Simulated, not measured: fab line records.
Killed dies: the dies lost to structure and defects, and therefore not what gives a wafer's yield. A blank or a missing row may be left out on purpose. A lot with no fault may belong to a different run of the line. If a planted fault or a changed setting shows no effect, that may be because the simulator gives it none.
fab line records -- flow sky130
record lots=12, wafers=36, lastDay=51
route steps=708 shown VIA2@520 PAD_OPEN@708
lots untouched by any fault: they come from a run of this same line in which no faults occurred
startH: the number of hours between the record's first day and the start of the first shown wafer of the lot -- waitH: how many hours have passed since the lot's step before this one -- " repeats the value in the row above -- L1.1+2: a single row standing in for several wafers -- - no value present, or no start provided -- * or withheld: withheld -- < > ~ a bound
route shown NAME@n: names a module that has steps shown in the file, with the first one's number in the route -- usual: mean/standard deviation taken from wafers without a fault -- same: alike in all rows -- chamber/n: place in a boat -- sites: the reading at each site -- _std_site: the values' standard deviation -- _edge_site: outer sites' mean less inner sites' -- radiusMm: how far each site lies from the wafer's centre -- mask NAME#n: copy n -- behind: the tool/chamber that last shaped the wafer -- hold: reason for holding the lot/hours on hold/outcome of the hold -- device: transistor that didn't switch, given as n, p or np -- end of line: tests of these same wafers at the route's end -- a step given without rows: its recipe and nothing more -- killed: at the first sort, the dies lost to defects and structure; wafer yield is something else -- map: per-die view of a wafer (x killed, . not killed, _ where there is no die)
set.NAME: setting as actually run; set.NAME@STEP: the setting as run at that earlier step -- model.NAME: the simulator's own value behind a step, which no gauge read
steps of the route over a sample of lots; a table a step, a row a wafer
services: the hour from which a tool's chamber was out of use, counted from the record's first day as startH (under 0 if before that day), plus the number of hours and why
## steps
# step SKY_VIA2_OVL_MEAS_13
# usual VIA2_OVL=1/6.6
lot.wafer,tool,chamber,startH,waitH,VIA2_OVL[nm]
L637.2,overlay-01,-,892.47,0.1,2
L637.5,overlay-01,-,892.47,0.1,-4
L637.6,overlay-01,-,892.47,0.1,6
L640.3,overlay-02,-,913.36,0.1,-5
L640.5,overlay-02,-,913.36,0.1,-6
L640.6,overlay-02,-,913.36,0.1,-8
L641.1,overlay-01,-,917.22,0.1,6
L641.2,overlay-01,-,917.22,0.1,9
L641.5,overlay-01,-,917.22,0.1,9
L642.1,overlay-01,-,926.77,0.1,-2
L642.4,overlay-01,-,926.77,0.1,-6
L642.5,overlay-01,-,926.77,0.1,-1
L645.1,overlay-01,-,942.22,0.1,-8
L645.5,overlay-01,-,942.22,0.1,-3
L645.6,overlay-01,-,942.22,0.1,-9
L648.2,overlay-02,-,968.32,0.1,7
L648.4,overlay-02,-,968.32,0.1,10
L648.6,overlay-02,-,968.32,0.1,9
L649.1,overlay-02,-,974.07,0.1,13
L649.4,overlay-02,-,974.07,0.1,4
L649.6,overlay-02,-,974.07,0.1,11
L650.2,overlay-02,-,976.57,0.1,-1
L650.3,overlay-02,-,976.57,0.1,-4
L650.4,overlay-02,-,976.57,0.1,5
L651.1,overlay-02,-,980.40,0.1,2
L651.3,overlay-02,-,980.40,0.1,4
L651.4,overlay-02,-,980.40,0.1,2
L652.3,overlay-01,-,991.11,0.1,-2
L652.5,overlay-01,-,991.11,0.1,5
L652.6,overlay-01,-,991.11,0.1,5
L657.2,overlay-01,-,1023.82,0.1,-5
L657.5,overlay-01,-,1023.82,0.1,2
L657.6,overlay-01,-,1023.82,0.1,-6
L658.4,overlay-02,-,1029.04,0.1,5
L658.5,overlay-02,-,1029.04,0.1,1
L658.6,overlay-02,-,1029.04,0.1,2
# step SKY_VIA2_SPUTTER_20
# recipe material=TiN, targetThkNm=20, chamberPressurePa=4.881, powerW=4000, timeS=80
# usual chamberPressurePa=4.880/0.0088, throttleValvePct=30.0/1.1
lot.wafer,tool,chamber,startH,waitH,chamberPressurePa,throttleValvePct
L637.2,pvdSputter-01,-,893.20,0.0,4.891,30.2
L637.5,pvdSputter-01,-,893.20,0.0,4.875,30.0
L637.6,pvdSputter-01,-,893.20,0.0,4.876,28.8
L640.3,pvdSputter-03,-,914.13,0.0,4.869,30.6
L640.5,pvdSputter-03,-,914.13,0.0,4.884,28.7
L640.6,pvdSputter-03,-,914.13,0.0,4.879,30.6
L641.1,pvdSputter-03,-,918.05,0.0,4.897,30.2
L641.2,pvdSputter-03,-,918.05,0.0,4.883,31.7
L641.5,pvdSputter-03,-,918.05,0.0,4.885,30.3
L642.1,pvdSputter-01,-,927.55,0.0,4.885,31.4
L642.4,pvdSputter-01,-,927.55,0.0,4.887,28.7
L642.5,pvdSputter-01,-,927.55,0.0,4.879,29.1
L645.1,pvdSputter-01,-,943.30,0.0,4.867,31.6
L645.5,pvdSputter-01,-,943.30,0.0,4.883,28.9
L645.6,pvdSputter-01,-,943.30,0.0,4.879,28.6
L648.2,pvdSputter-03,-,969.10,0.0,4.866,29.1
L648.4,pvdSputter-03,-,969.10,0.0,4.880,30.0
L648.6,pvdSputter-03,-,969.10,0.0,4.872,31.3
L649.1,pvdSputter-03,-,974.81,0.0,4.897,30.0
L649.4,pvdSputter-03,-,974.81,0.0,4.876,28.7
L649.6,pvdSputter-03,-,974.81,0.0,4.888,30.8
L650.2,pvdSputter-03,-,977.30,0.0,4.877,31.4
L650.3,pvdSputter-03,-,977.30,0.0,4.870,29.7
L650.4,pvdSputter-03,-,977.30,0.0,4.878,30.8
L651.1,pvdSputter-02,-,981.15,0.0,4.876,30.2
L651.3,pvdSputter-02,-,981.15,0.0,4.874,29.6
L651.4,pvdSputter-02,-,981.15,0.0,4.886,29.6
L652.3,pvdSputter-01,-,991.83,0.0,4.890,28.8
L652.5,pvdSputter-01,-,991.83,0.0,4.886,28.7
L652.6,pvdSputter-01,-,991.83,0.0,4.894,30.4
L657.2,pvdSputter-03,-,1024.63,0.0,4.874,30.0
L657.5,pvdSputter-03,-,1024.63,0.0,4.888,29.8
L657.6,pvdSputter-03,-,1024.63,0.0,4.880,28.7
L658.4,pvdSputter-02,-,1029.80,0.0,4.866,30.2
L658.5,pvdSputter-02,-,1029.80,0.0,4.884,29.5
L658.6,pvdSputter-02,-,1029.80,0.0,4.871,29.5
# step SKY_VIA2_THK_MEAS_23
# recipe thkMeasGauge=xrf, reads=W_of_VIA2_CVD_21
# usual VIA2_W_THK=429/7.1
lot.wafer,tool,chamber,startH,waitH,VIA2_W_THK[nm]
L637.2,filmMetro-03,-,893.52,0.1,438
L637.5,filmMetro-03,-,893.52,0.1,429
L637.6,filmMetro-03,-,893.52,0.1,438
L640.3,filmMetro-03,-,914.46,0.1,424
L640.5,filmMetro-03,-,914.46,0.1,417
L640.6,filmMetro-03,-,914.46,0.1,428
L641.1,filmMetro-03,-,918.36,0.1,420
L641.2,filmMetro-03,-,918.36,0.1,417
L641.5,filmMetro-03,-,918.36,0.1,426
L642.1,filmMetro-02,-,927.86,0.1,445
L642.4,filmMetro-02,-,927.86,0.1,439
L642.5,filmMetro-02,-,927.86,0.1,428
L645.1,filmMetro-01,-,943.61,0.1,432
L645.5,filmMetro-01,-,943.61,0.1,432
L645.6,filmMetro-01,-,943.61,0.1,423
L648.2,filmMetro-01,-,969.42,0.1,439
L648.4,filmMetro-01,-,969.42,0.1,432
L648.6,filmMetro-01,-,969.42,0.1,425
L649.1,filmMetro-02,-,975.12,0.1,435
L649.4,filmMetro-02,-,975.12,0.1,429
L649.6,filmMetro-02,-,975.12,0.1,430
L650.2,filmMetro-02,-,977.62,0.1,421
L650.3,filmMetro-02,-,977.62,0.1,425
L650.4,filmMetro-02,-,977.62,0.1,427
L651.1,filmMetro-02,-,981.46,0.1,434
L651.3,filmMetro-02,-,981.46,0.1,438
L651.4,filmMetro-02,-,981.46,0.1,433
L652.3,filmMetro-02,-,992.17,0.1,421
L652.5,filmMetro-02,-,992.17,0.1,424
L652.6,filmMetro-02,-,992.17,0.1,429
L657.2,filmMetro-03,-,1024.95,0.1,413
L657.5,filmMetro-03,-,1024.95,0.1,427
L657.6,filmMetro-03,-,1024.95,0.1,417
L658.4,filmMetro-02,-,1030.11,0.1,431
L658.5,filmMetro-02,-,1030.11,0.1,421
L658.6,filmMetro-02,-,1030.11,0.1,431
# step SKY_VIA2_CMP_24
# recipe stopOn=SiO2, tOverpolishS=20, downForcePsi=3.5, platenRpm=60, targetThkNm=0, padVelocityMS=0.94248
# usual edgeZonePressureFrac=1.000/0.0052, headPressurePsi=3.500/0.0073, motorCurrentA=11.5/1.2, overpolishRunS=20.000/0.009, timeToEndpointS=101/5.1
lot.wafer,tool,chamber,startH,waitH,edgeZonePressureFrac,headPressurePsi,motorCurrentA,overpolishRunS,timeToEndpointS
L637.2,cmp-01,3,893.57,0.0,1.008,3.518,10.6,20.013,100
L637.6,cmp-01,3,893.57,0.0,0.998,3.513,10.2,19.988,96
L637.5,cmp-01,0,893.57,0.0,0.994,3.507,13.1,20.011,101
L640.3,cmp-01,1,914.50,0.0,-,-,-,-,-
L640.5,cmp-01,1,914.50,0.0,-,-,-,-,-
L640.6,cmp-01,2,914.50,0.0,-,-,-,-,-
L641.1,cmp-02,3,918.69,0.3,-,-,-,-,-
L641.2,cmp-02,1,918.69,0.3,-,-,-,-,-
L641.5,cmp-02,2,918.69,0.3,-,-,-,-,-
L642.1,cmp-01,0,927.92,0.1,-,-,-,-,-
L642.4,cmp-01,2,927.92,0.1,-,-,-,-,-
L642.5,cmp-01,0,927.92,0.1,-,-,-,-,-
L645.1,cmp-01,3,943.77,0.1,0.999,3.493,10.1,20.005,93
L645.5,cmp-01,1,943.77,0.1,1.011,3.520,13.8,20.012,92
L645.6,cmp-01,2,943.77,0.1,1.004,3.513,9.9,20.009,96
L648.4,cmp-02,0,969.62,0.2,0.998,3.503,11.4,20.014,108
L648.2,cmp-02,3,969.62,0.2,0.991,3.496,9.6,20.002,107
L648.6,cmp-02,1,969.62,0.2,0.997,3.501,12.2,20.014,107
L649.1,cmp-01,0,975.23,0.1,0.989,3.502,12.6,20.005,103
L649.4,cmp-01,1,975.23,0.1,1.008,3.496,13.4,19.998,94
L649.6,cmp-01,3,975.23,0.1,1.003,3.503,10.0,20.014,97
L650.3,cmp-02,1,977.67,0.0,0.991,3.506,12.3,19.997,100
L650.4,cmp-02,2,977.67,0.0,1.001,3.492,11.1,20.013,101
L650.2,cmp-02,3,977.67,0.0,0.999,3.500,10.2,20.011,103
L651.4,cmp-01,1,981.52,0.0,0.995,3.492,12.6,19.996,94
L651.1,cmp-01,2,981.52,0.0,0.996,3.494,10.7,19.989,101
L651.3,cmp-01,0,981.52,0.0,0.996,3.497,12.8,19.991,104
L652.3,cmp-02,2,992.26,0.1,1.007,3.505,10.6,20.001,99
L652.5,cmp-02,1,992.26,0.1,0.994,3.507,11.7,20.012,102
L652.6,cmp-02,2,992.26,0.1,0.999,3.503,10.9,19.988,99
L657.2,cmp-02,3,1025.15,0.2,1.006,3.506,10.5,20.002,98
L657.5,cmp-02,0,1025.15,0.2,0.998,3.486,12.0,19.987,104
L657.6,cmp-02,1,1025.15,0.2,1.000,3.502,11.9,19.991,98
L658.4,cmp-02,3,1030.24,0.1,1.006,3.485,9.7,20.002,102
L658.6,cmp-02,1,1030.24,0.1,0.999,3.497,11.6,20.009,104
L658.5,cmp-02,2,1030.24,0.1,0.996,3.492,10.9,20.007,100
# step SKY_PAD_OPEN_PROBE_99
# usual defectLimitedYield=82.5/2.2, killed_at_M0_to_M3=43/7.5, killed_at_M4_up=3.2/1.9, killedAtContacts=24/5.6, killedAtFrontEnd=15/4.8, killedAtOther=0.2/0.54, killedDies=86/11, killedOnRim=17/3.6, killedOpen=47/7.6, killedShort=39/7.1, sort_bin_3_pad_short=0.8/0.36, sort_bin_5_function=10.4/1.6, sort_bin_6_memory=6.3/1.3, sortNPass=406/11, sortYieldPct=82.5/2.2
# same grossDies=492, killedAtBackSide=0, sort_bin_4_leakage[%]=0, sort_bin_8_speed[%]=0
lot.wafer,tool,chamber,startH,waitH,defectLimitedYield[%],killed_at_M0_to_M3,killed_at_M4_up,killedAtContacts,killedAtFrontEnd,killedAtOther,killedDies,killedOnRim,killedOpen,killedShort,sort_bin_3_pad_short[%],sort_bin_5_function[%],sort_bin_6_memory[%],sortNPass,sortYieldPct[%]
L637.2,prober-01,-,1118.70,0.1,82.1,48,6,22,12,0,88,15,44,44,0.8,11.6,5.5,404,82.1
L637.5,prober-01,-,1118.85,0.2,82.7,42,1,24,17,1,85,23,44,41,1.0,8.7,7.5,407,82.7
L637.6,prober-01,-,1118.90,0.2,82.9,46,0,23,15,0,84,19,46,38,0.6,7.9,8.5,408,82.9
L640.3,prober-01,-,1131.03,0.2,0,456,3,22,11,0,492,96,36,39,85.4,7.1,7.5,0,0
L640.5,prober-01,-,1131.13,0.2,0,449,5,20,16,2,492,96,40,41,84.3,8.7,6.9,0,0
L640.6,prober-01,-,1131.18,0.2,0,454,9,22,6,1,492,96,42,37,85.0,10.0,5.1,0,0
L641.1,prober-02,-,1137.71,0.1,0,452,6,20,14,0,492,96,51,34,83.3,9.6,7.1,0,0
L641.2,prober-02,-,1137.76,0.1,0,451,0,25,16,0,492,96,46,43,83.3,9.1,7.5,0,0
L641.5,prober-02,-,1137.91,0.2,0,442,4,27,19,0,492,96,54,40,82.1,10.8,7.1,0,0
L642.1,prober-01,-,1144.48,0.1,0,439,3,35,15,0,492,96,53,40,82.5,10.4,7.1,0,0
L642.4,prober-01,-,1144.63,0.2,0,453,3,21,15,0,492,96,44,40,83.7,10.6,5.7,0,0
L642.5,prober-01,-,1144.68,0.2,0,459,2,18,13,0,492,96,39,44,83.9,12.2,3.9,0,0
L645.1,prober-02,-,1156.88,0.1,80.9,49,3,24,18,0,94,22,56,38,0.8,11.2,7.1,398,80.9
L645.6,prober-02,-,1157.13,0.2,79.7,50,3,30,17,0,100,24,46,54,1.0,12.4,6.9,392,79.7
# killed by level:class
L637.2 VIA1:geometricParticle:open=10 CONTACT:geometricParticle:open=7 VIA3:geometricParticle:open=7 METAL3:geometricParticle:short=7 LI_CONTACT:geometricParticle:open=6 FIELD_ISO:geometricParticle:short=5 VIA2:geometricParticle:open=5 METAL4:geometricParticle:short=5
L637.5 VIA1:geometricParticle:open=13 CONTACT:geometricParticle:open=7 VIA3:geometricParticle:open=6 POLY_GATE:geometricParticle:open=6 LI_CONTACT:geometricParticle:open=6 LOCAL_INTERCONNECT:geometricParticle:short=6 METAL2:geometricParticle:short=6 FIELD_ISO:geometricParticle:short=4
L637.6 VIA1:geometricParticle:open=14 CONTACT:geometricParticle:open=9 CONTACT:geometricParticle:short=7 VIA1:geometricParticle:short=7 METAL3:geometricParticle:short=7 POLY_GATE:geometricParticle:open=5 LI_CONTACT:geometricParticle:open=5 VIA3:geometricParticle:open=4
L640.3 VIA2:areaCmp=417 CONTACT:geometricParticle:open=10 VIA3:geometricParticle:open=8 VIA1:geometricParticle:open=8 METAL2:geometricParticle:short=5 METAL1:geometricParticle:short=4 POLY_GATE:geometricParticle:short=4 LI_CONTACT:geometricParticle:open=4
L640.5 VIA2:areaCmp=411 VIA3:geometricParticle:open=8 METAL3:geometricParticle:short=6 LI_CONTACT:geometricParticle:open=6 VIA1:geometricParticle:open=6 FIELD_ISO:geometricParticle:short=5 CONTACT:geometricParticle:short=5 VIA1:geometricParticle:short=5
L640.6 VIA2:areaCmp=413 VIA1:geometricParticle:open=10 LI_CONTACT:geometricParticle:open=8 CONTACT:geometricParticle:open=6 VIA3:geometricParticle:short=6 VIA3:geometricParticle:open=6 METAL4:geometricParticle:short=6 METAL2:geometricParticle:short=5
L641.1 VIA2:areaCmp=407 VIA1:geometricParticle:open=12 CONTACT:geometricParticle:open=10 VIA3:geometricParticle:open=8 LI_CONTACT:geometricParticle:open=6 VIA1:geometricParticle:short=5 VIA2:geometricParticle:short=5 POLY_GATE:geometricParticle:short=4
L641.2 VIA2:areaCmp=403 VIA1:geometricParticle:open=12 CONTACT:geometricParticle:open=9 VIA3:geometricParticle:open=7 CONTACT:geometricParticle:short=6 FIELD_ISO:geometricParticle:short=5 METAL1:geometricParticle:short=5 VIA1:geometricParticle:short=5
L641.5 VIA2:areaCmp=398 VIA1:geometricParticle:open=15 LI_CONTACT:geometricParticle:open=9 POLY_GATE:geometricParticle:open=6 LOCAL_INTERCONNECT:geometricParticle:short=6 CONTACT:geometricParticle:open=6 METAL1:geometricParticle:short=5 VIA3:geometricParticle:open=5
L642.1 VIA2:areaCmp=399 CONTACT:geometricParticle:open=15 VIA3:geometricParticle:open=8 VIA1:geometricParticle:open=7 LOCAL_INTERCONNECT:geometricParticle:short=6 CONTACT:geometricParticle:short=6 METAL1:geometricParticle:short=6 FIELD_ISO:geometricParticle:open=5
L642.4 VIA2:areaCmp=408 VIA1:geometricParticle:open=11 LI_CONTACT:geometricParticle:open=8 METAL2:geometricParticle:short=8 VIA3:geometricParticle:open=8 VIA1:geometricParticle:short=6 CONTACT:geometricParticle:short=6 CONTACT:geometricParticle:open=5
L642.5 VIA2:areaCmp=409 VIA1:geometricParticle:open=8 METAL1:geometricParticle:short=7 METAL2:geometricParticle:short=7 LOCAL_INTERCONNECT:geometricParticle:short=6 VIA2:geometricParticle:open=6 VIA3:geometricParticle:open=6 LI_CONTACT:geometricParticle:open=5
L645.1 METAL1:geometricParticle:short=11 VIA1:geometricParticle:open=11 CONTACT:geometricParticle:open=9 LI_CONTACT:geometricParticle:open=8 VIA3:geometricParticle:open=6 FIELD_ISO:geometricParticle:open=5 METAL2:geometricParticle:short=5 VIA2:geometricParticle:open=5
L645.6 METAL2:geometricParticle:short=9 VIA3:geometricParticle:open=9 VIA1:geometricParticle:open=8 CONTACT:geometricParticle:open=7 METAL1:geometricParticle:short=7 FIELD_ISO:geometricParticle:open=6 LI_CONTACT:geometricParticle:open=6 CONTACT:geometricParticle:short=6
## services
tool,chamber,startH,hours,kind
cmp-01,-,870.98,2.0,repair
pvdSputter-01,0,874.39,-,consumableReplace:kit
pvdSputter-01,0,874.39,18.0,scheduledDown
pvdSputter-01,0,874.39,18.0,ventCycle
pvdSputter-03,0,897.23,-,consumableReplace:kit
pvdSputter-03,0,897.23,18.0,scheduledDown
pvdSputter-03,0,897.23,18.0,ventCycle
pvdSputter-02,-,900.47,3.7,repair
pvdSputter-02,-,903.01,5.2,repair
cmp-02,-,912.11,4.0,pm
cmp-02,-,916.11,-,consumableReplace:conditioner
cmp-02,-,916.11,-,consumableReplace:pad
pvdSputter-02,-,927.52,1.5,repair
cmp-01,-,928.40,1.4,repair
cmp-02,-,928.72,2.0,repair
cmp-01,-,929.55,0.9,repair
pvdSputter-03,-,950.54,4.1,repair
cmp-02,-,960.62,4.5,repair
pvdSputter-02,-,966.98,1.5,repair
cmp-02,-,999.46,1.2,repair
pvdSputter-01,-,1018.39,15.8,repair
pvdSputter-02,1,1027.06,-,consumableReplace:kit
pvdSputter-02,1,1027.06,18.0,scheduledDown
pvdSputter-02,1,1027.06,18.0,ventCycle
## key
firstSign step=SKY_VIA2_CMP_24, reading=toolRecord, direction=missing
effect step=SKY_PAD_OPEN_PROBE_99, reading=sort_bin_3_pad_short, direction=up, sigmas=99+, usual=0.8, struck=83.7
moreKillsBornAt SKY_VIA2_CMP_24@cmp-01=2454, SKY_VIA2_CMP_24@cmp-02=1205
metAt SKY_VIA2_CMP_24
struckLots L640,L641,L642
laterRowsLeftOut L640.3,L640.5,L640.6,L641.1,L641.2,L641.5,L642.1,L642.4,L642.5
notActingAt SKY_VIA2_OVL_MEAS_13,SKY_VIA2_SPUTTER_20,SKY_VIA2_THK_MEAS_23
onsetBetween 893.57 914.50
fault kind=skippedStepWhole, tool=cmp-01,cmp-02, chamber=-, onsetH=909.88, steps=SKY_VIA2_CMP_24, scope=struckLotsOnly
# laterRowsLeftOut: the simulator's readings of these wafers behind a module that went badly wrong aren't trusted and aren't shown, but for the sort
